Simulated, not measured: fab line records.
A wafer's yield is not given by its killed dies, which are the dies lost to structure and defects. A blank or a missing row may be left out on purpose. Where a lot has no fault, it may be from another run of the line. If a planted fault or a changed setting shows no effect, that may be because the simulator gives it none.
Which tool was responsible? :: flow sky130 :: 13 lots, 39 wafers sampled, at 5 steps of a route of 708

WHAT THE GAUGES READ, wafer by wafer
The record lacks any reading of a measuring or inspecting step that a usual standard deviation could be used to judge.

TOOL THAT RAN EACH LOT (tool first, then ch and the chambers of the sampled wafers, then the start)
lot: L330
SKY_CONTACT_HDPCVD_02: hdpcvd-01 ch 1,2, day 30 10:19
SKY_VIA3_CMP_24: cmp-02 ch 0,1,2, day 39 16:57
SKY_METAL4_METAL_ETCH_18: rie-metal-02 ch 0,1, day 41 18:42
SKY_METAL5_SPUTTER_04: pvd-sputter-04, day 42 20:44
SKY_PAD_OPEN_PROBE_99: -

lot: L331
SKY_CONTACT_HDPCVD_02: hdpcvd-01 ch 0,1, day 30 13:38
SKY_VIA3_CMP_24: cmp-01 ch 0,1,3, day 39 21:36
SKY_METAL4_METAL_ETCH_18: rie-metal-02 ch 0,1, day 41 22:14
SKY_METAL5_SPUTTER_04: pvd-sputter-03, day 43 00:13
SKY_PAD_OPEN_PROBE_99: -

lot: L332
SKY_CONTACT_HDPCVD_02: hdpcvd-01 ch 1,2, day 30 20:28
SKY_VIA3_CMP_24: cmp-01 ch 0,1, day 39 23:26
SKY_METAL4_METAL_ETCH_18: rie-metal-01 ch 1, day 42 02:04
SKY_METAL5_SPUTTER_04: pvd-sputter-04, day 43 04:51
SKY_PAD_OPEN_PROBE_99: -

lot: L333
SKY_CONTACT_HDPCVD_02: hdpcvd-01 ch 0,1,2, day 31 04:35
SKY_VIA3_CMP_24: cmp-02 ch 0,1,3, day 40 07:55
SKY_METAL4_METAL_ETCH_18: rie-metal-01 ch 0,1, day 42 09:35
SKY_METAL5_SPUTTER_04: pvd-sputter-04, day 43 10:52
SKY_PAD_OPEN_PROBE_99: -

lot: L334
SKY_CONTACT_HDPCVD_02: hdpcvd-01 ch 0,1, day 31 18:38
SKY_VIA3_CMP_24: cmp-02 ch 0,1,2, day 40 22:47
SKY_METAL4_METAL_ETCH_18: rie-metal-02 ch 0,1, day 42 22:08
SKY_METAL5_SPUTTER_04: pvd-sputter-01, day 44 00:09
SKY_PAD_OPEN_PROBE_99: -

lot: L335
SKY_CONTACT_HDPCVD_02: hdpcvd-02 ch 0,2, day 32 05:40
SKY_VIA3_CMP_24: cmp-02 ch 0,2,3, day 41 04:52
SKY_METAL4_METAL_ETCH_18: rie-metal-03 ch 0,1, day 43 05:15
SKY_METAL5_SPUTTER_04: pvd-sputter-03, day 44 07:15
SKY_PAD_OPEN_PROBE_99: -

lot: L337
SKY_CONTACT_HDPCVD_02: hdpcvd-01 ch 1,2, day 32 19:44
SKY_VIA3_CMP_24: cmp-01 ch 0,2,3, day 41 18:11
SKY_METAL4_METAL_ETCH_18: rie-metal-02 ch 1, day 43 18:14
SKY_METAL5_SPUTTER_04: pvd-sputter-03, day 44 21:02
SKY_PAD_OPEN_PROBE_99: -

lot: L338
SKY_CONTACT_HDPCVD_02: hdpcvd-02 ch 1,2, day 33 04:32
SKY_VIA3_CMP_24: cmp-02 ch 1,2, day 42 03:48
SKY_METAL4_METAL_ETCH_18: rie-metal-02 ch 0,1, day 44 03:37
SKY_METAL5_SPUTTER_04: pvd-sputter-04, day 45 03:40
SKY_PAD_OPEN_PROBE_99: -

lot: L339
SKY_CONTACT_HDPCVD_02: hdpcvd-01 ch 0,2, day 33 11:38
SKY_VIA3_CMP_24: cmp-02 ch 0,3, day 42 08:16
SKY_METAL4_METAL_ETCH_18: rie-metal-01 ch 1, day 44 06:31
SKY_METAL5_SPUTTER_04: pvd-sputter-01, day 45 07:09
SKY_PAD_OPEN_PROBE_99: -

lot: L347
SKY_CONTACT_HDPCVD_02: hdpcvd-01 ch 0,2, day 36 00:28
SKY_VIA3_CMP_24: cmp-02 ch 0,1, day 44 16:13
SKY_METAL4_METAL_ETCH_18: rie-metal-03 ch 0,1, day 46 11:17
SKY_METAL5_SPUTTER_04: pvd-sputter-01, day 47 10:17
SKY_PAD_OPEN_PROBE_99: prober-02, day 49 20:33

lot: L349
SKY_CONTACT_HDPCVD_02: hdpcvd-01 ch 0,1,2, day 36 15:14
SKY_VIA3_CMP_24: cmp-01 ch 1,2,3, day 45 01:23
SKY_METAL4_METAL_ETCH_18: rie-metal-03 ch 0, day 46 20:49
SKY_METAL5_SPUTTER_04: pvd-sputter-04, day 47 19:26
SKY_PAD_OPEN_PROBE_99: prober-02, day 50 04:47

lot: L350
SKY_CONTACT_HDPCVD_02: hdpcvd-02 ch 0,1,2, day 36 22:13
SKY_VIA3_CMP_24: cmp-02 ch 0,1,3, day 45 09:58
SKY_METAL4_METAL_ETCH_18: rie-metal-02 ch 0,1, day 47 04:20
SKY_METAL5_SPUTTER_04: pvd-sputter-04, day 48 02:29
SKY_PAD_OPEN_PROBE_99: -

lot: L351
SKY_CONTACT_HDPCVD_02: hdpcvd-02 ch 0,1, day 37 00:47
SKY_VIA3_CMP_24: cmp-02 ch 0,1, day 45 11:04
SKY_METAL4_METAL_ETCH_18: rie-metal-03 ch 0,1, day 47 05:02
SKY_METAL5_SPUTTER_04: pvd-sputter-04, day 48 03:17
SKY_PAD_OPEN_PROBE_99: -
- SKY_CONTACT_HDPCVD_02: deposits SiO2, target thk 565 nm, time 94.2 s.
- SKY_VIA3_CMP_24: polishes, stops on SiO2, t overpolish 20 s, target thk 0 nm.
- SKY_METAL4_METAL_ETCH_18: etches the open film in Cl2/BCl3, stops on SiO2, target depth 845 nm, time 183.1 s.
- SKY_METAL5_SPUTTER_04: material TiN, target thk 70 nm, time 58.3 s.
- SKY_PAD_OPEN_PROBE_99

AS READ BY THE TOOLS THEMSELVES (means over the sampled wafers that have a number; for cases with no such wafer, the mark the record gives instead)
SKY_CONTACT_HDPCVD_02.
lot: L330
tool: hdpcvd-01
sih4-flow-sccm (sccm): 60.08

lot: L331
tool: hdpcvd-01
sih4-flow-sccm (sccm): 59.98

lot: L332
tool: hdpcvd-01
sih4-flow-sccm (sccm): 60.18

lot: L333
tool: hdpcvd-01
sih4-flow-sccm (sccm): 59.89

lot: L334
tool: hdpcvd-01
sih4-flow-sccm (sccm): 60.01

lot: L335
tool: hdpcvd-02
sih4-flow-sccm (sccm): 59.87

lot: L337
tool: hdpcvd-01
sih4-flow-sccm (sccm): 59.99

lot: L338
tool: hdpcvd-02
sih4-flow-sccm (sccm): 60.02

lot: L339
tool: hdpcvd-01
sih4-flow-sccm (sccm): 59.98

lot: L347
tool: hdpcvd-01
sih4-flow-sccm (sccm): 59.97

lot: L349
tool: hdpcvd-01
sih4-flow-sccm (sccm): 59.90

lot: L350
tool: hdpcvd-02
sih4-flow-sccm (sccm): 59.93

lot: L351
tool: hdpcvd-02
sih4-flow-sccm (sccm): 60.02

SKY_VIA3_CMP_24.
lot: L330
tool: cmp-02
motor-current-A (A): 10.3
overpolish-run-s (s): 19.997
time-to-endpoint-s (s): 91

lot: L331
tool: cmp-01
motor-current-A (A): 11.2
overpolish-run-s (s): 20.002
time-to-endpoint-s (s): 93

lot: L332
tool: cmp-01
motor-current-A (A): 10.7
overpolish-run-s (s): 19.997
time-to-endpoint-s (s): 93

lot: L333
tool: cmp-02
motor-current-A (A): 10.7
overpolish-run-s (s): 19.994
time-to-endpoint-s (s): 92

lot: L334
tool: cmp-02
motor-current-A (A): 10.3
overpolish-run-s (s): 20.001
time-to-endpoint-s (s): 92

lot: L335
tool: cmp-02
motor-current-A (A): 11.4
overpolish-run-s (s): 19.989
time-to-endpoint-s (s): 93

lot: L337
tool: cmp-01
motor-current-A (A): 10.4
overpolish-run-s (s): 20.002
time-to-endpoint-s (s): 93

lot: L338
tool: cmp-02
motor-current-A (A): 10.0
overpolish-run-s (s): 20.008
time-to-endpoint-s (s): 93

lot: L339
tool: cmp-02
motor-current-A (A): 11.3
overpolish-run-s (s): 20.008
time-to-endpoint-s (s): 98

lot: L347
tool: cmp-02
motor-current-A (A): 9.6
overpolish-run-s (s): 19.992
time-to-endpoint-s (s): 96

lot: L349
tool: cmp-01
motor-current-A (A): 11.9
overpolish-run-s (s): 19.999
time-to-endpoint-s (s): 88

lot: L350
tool: cmp-02
motor-current-A (A): 10.7
overpolish-run-s (s): 19.997
time-to-endpoint-s (s): 93

lot: L351
tool: cmp-02
motor-current-A (A): 10.6
overpolish-run-s (s): 19.994
time-to-endpoint-s (s): 94

SKY_METAL4_METAL_ETCH_18.
lot: L330
tool: rie-metal-02
drypump-motor-current-A (A): 5.7
oes-product-au (a.u.): 0.863
rf-fwd-power-W (W): 898.0
throttle-valve-pct (%): 22.265

lot: L331
tool: rie-metal-02
drypump-motor-current-A (A): 5.7
oes-product-au (a.u.): 0.868
rf-fwd-power-W (W): 896.0
throttle-valve-pct (%): 22.273

lot: L332
tool: rie-metal-01
drypump-motor-current-A (A): 5.4
oes-product-au (a.u.): 0.861
rf-fwd-power-W (W): 897.2
throttle-valve-pct (%): 22.257

lot: L333
tool: rie-metal-01
drypump-motor-current-A (A): 5.5
oes-product-au (a.u.): 0.861
rf-fwd-power-W (W): 896.4
throttle-valve-pct (%): 22.263

lot: L334
tool: rie-metal-02
drypump-motor-current-A (A): 5.6
oes-product-au (a.u.): 0.864
rf-fwd-power-W (W): 899.5
throttle-valve-pct (%): 22.261

lot: L335
tool: rie-metal-03
drypump-motor-current-A (A): 6.0
oes-product-au (a.u.): 0.859
rf-fwd-power-W (W): 895.5
throttle-valve-pct (%): 22.266

lot: L337
tool: rie-metal-02
drypump-motor-current-A (A): 5.8
oes-product-au (a.u.): 0.869
rf-fwd-power-W (W): 899.8
throttle-valve-pct (%): 22.265

lot: L338
tool: rie-metal-02
drypump-motor-current-A (A): 5.7
oes-product-au (a.u.): 0.870
rf-fwd-power-W (W): 896.5
throttle-valve-pct (%): 22.258

lot: L339
tool: rie-metal-01
drypump-motor-current-A (A): 5.4
oes-product-au (a.u.): 0.873
rf-fwd-power-W (W): 899.5
throttle-valve-pct (%): 22.266

lot: L347
tool: rie-metal-03
drypump-motor-current-A (A): 6.2
oes-product-au (a.u.): 0.859
rf-fwd-power-W (W): 900.2
throttle-valve-pct (%): 22.267

lot: L349
tool: rie-metal-03
drypump-motor-current-A (A): 6.4
oes-product-au (a.u.): 0.859
rf-fwd-power-W (W): 895.1
throttle-valve-pct (%): 22.260

lot: L350
tool: rie-metal-02
drypump-motor-current-A (A): 5.7
oes-product-au (a.u.): 0.870
rf-fwd-power-W (W): 893.4
throttle-valve-pct (%): 22.262

lot: L351
tool: rie-metal-03
drypump-motor-current-A (A): 6.0
oes-product-au (a.u.): 0.861
rf-fwd-power-W (W): 899.0
throttle-valve-pct (%): 22.260

SKY_METAL5_SPUTTER_04.
lot: L330
tool: pvd-sputter-04
chamber-pressure-pa (Pa): 0.3997
throttle-valve-pct (%): 29.1

lot: L331
tool: pvd-sputter-03
chamber-pressure-pa (Pa): 0.4002
throttle-valve-pct (%): 30.6

lot: L332
tool: pvd-sputter-04
chamber-pressure-pa (Pa): 0.4005
throttle-valve-pct (%): 28.9

lot: L333
tool: pvd-sputter-04
chamber-pressure-pa (Pa): 0.3999
throttle-valve-pct (%): 29.9

lot: L334
tool: pvd-sputter-01
chamber-pressure-pa (Pa): 0.3999
throttle-valve-pct (%): 29.5

lot: L335
tool: pvd-sputter-03
chamber-pressure-pa (Pa): 0.3996
throttle-valve-pct (%): 30.8

lot: L337
tool: pvd-sputter-03
chamber-pressure-pa (Pa): 0.3998
throttle-valve-pct (%): 30.0

lot: L338
tool: pvd-sputter-04
chamber-pressure-pa (Pa): 0.3994
throttle-valve-pct (%): 31.1

lot: L339
tool: pvd-sputter-01
chamber-pressure-pa (Pa): 0.3995
throttle-valve-pct (%): 31.2

lot: L347
tool: pvd-sputter-01
chamber-pressure-pa (Pa): 0.3999
throttle-valve-pct (%): 30.7

lot: L349
tool: pvd-sputter-04
chamber-pressure-pa (Pa): 0.3999
throttle-valve-pct (%): 31.6

lot: L350
tool: pvd-sputter-04
chamber-pressure-pa (Pa): 0.4008
throttle-valve-pct (%): 30.4

lot: L351
tool: pvd-sputter-04
chamber-pressure-pa (Pa): 0.3996
throttle-valve-pct (%): 30.0

SKY_PAD_OPEN_PROBE_99.
lot: L347
tool: prober-02
killed_at_M0_to_M3: 37
killed_at_M4_up: 1.3
killed-at-contacts: 67
killed-at-front-end: 14
killed-at-other: 1.0
killed-dies: 121
killed-open: 36
killed-short: 38

lot: L349
tool: prober-02
killed_at_M0_to_M3: 39
killed_at_M4_up: 2.3
killed-at-contacts: 67
killed-at-front-end: 13
killed-at-other: 0.0
killed-dies: 122
killed-open: 44
killed-short: 31

THE ANSWER, worked out from the rows above alone
Rule: the usual values come from the lots themselves. The widest of any qualifying gaps counts: lots, ordered by their means at a reading, are off when they make up no more than a third of the lots, leave a main group of 4 or more, and stand apart from it by 3 or more times the standard deviation of that group's means. A main group is skipped when, at the precision printed for the reading in the tables above, its means are all equal. Also off: a lot with no number at a reading for which 4 or more lots have one. All remaining lots with rows at the step are treated as sound. First the gauges in route order, then the tools' own readings, where a lot's mean is used as printed above. The first step at which some lot is off is used, and at that step the reading that is off furthest; a lot without a number counts as furthest.
Across all readings shown, no lot is off: no conclusion can be drawn from this.

WHAT THE SIMULATOR PUT IN
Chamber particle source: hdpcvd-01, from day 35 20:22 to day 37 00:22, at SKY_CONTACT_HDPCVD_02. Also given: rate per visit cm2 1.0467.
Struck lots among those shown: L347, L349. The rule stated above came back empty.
